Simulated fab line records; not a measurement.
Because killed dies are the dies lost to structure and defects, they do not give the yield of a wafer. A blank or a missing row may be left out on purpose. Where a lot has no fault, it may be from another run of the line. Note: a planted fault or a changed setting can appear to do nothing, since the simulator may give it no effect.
Chamber matching -- flow sky130 -- 4 sister chambers for SKY_LI_CONTACT_ETCH_14 on rie diel-01
The step etches BARC in N2/H2, stops on SiO2, time 45.9 s, target depth 60 nm. 8 wafers are shown with their chamber, then 6 later ones without.

WAFERS PAIRED WITH THEIR CHAMBERS
wafer,chamber,rf fwd power W (W),oes product au (a.u.)
L889.5,0,495.6,0.851
L890.1,0,491.4,0.854
L891.2,3,496.7,0.855
L891.6,3,496.6,0.855
L899.1,2,493.4,0.851
L901.3,1,497.2,0.846
L901.5,2,490.8,0.860
L901.6,1,495.8,0.852

WAFERS MISSING THEIR CHAMBER
wafer,rf fwd power W (W),oes product au (a.u.)
L905.2,495.2,0.850
L905.4,496.8,0.852
L905.5,499.1,0.850
L910.4,491.4,0.861
L910.5,493.6,0.857
L910.6,496.4,0.861

CHAMBER TAKEN BY EACH
wafer,from the rows above,in truth
L905.2,can't be placed: 1 or 0 or 3 or 2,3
L905.4,can't be placed: 3 or 1 or 0 or 2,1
L905.5,can't be placed: 1 or 3 or 0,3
L910.4,can't be placed: 2 or 0 or 3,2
L910.5,can't be placed: 2 or 0 or 3 or 1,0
L910.6,can't be placed: 3 or 0 or 2 or 1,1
0 of 6 placed correctly. From these rows, 6 cannot be placed; in 6 the true chamber is one of the candidates. Number placed wrongly: 0.
How it was worked out, from the rows above alone: a wafer's distance from a chamber is the root of the sum, over the readings, of the square of ((its reading less the chamber's mean) divided by the reading's scatter). If the next closest chamber is less than 2 further off than the closest, the wafer can't be placed; otherwise it belongs to the closest. The mean given for a chamber averages the wafers shown for that chamber. How the scatter is found: for the shown wafers, subtract from each reading the mean of its chamber, square and add these, divide the total by (wafers less chambers), then take the root.
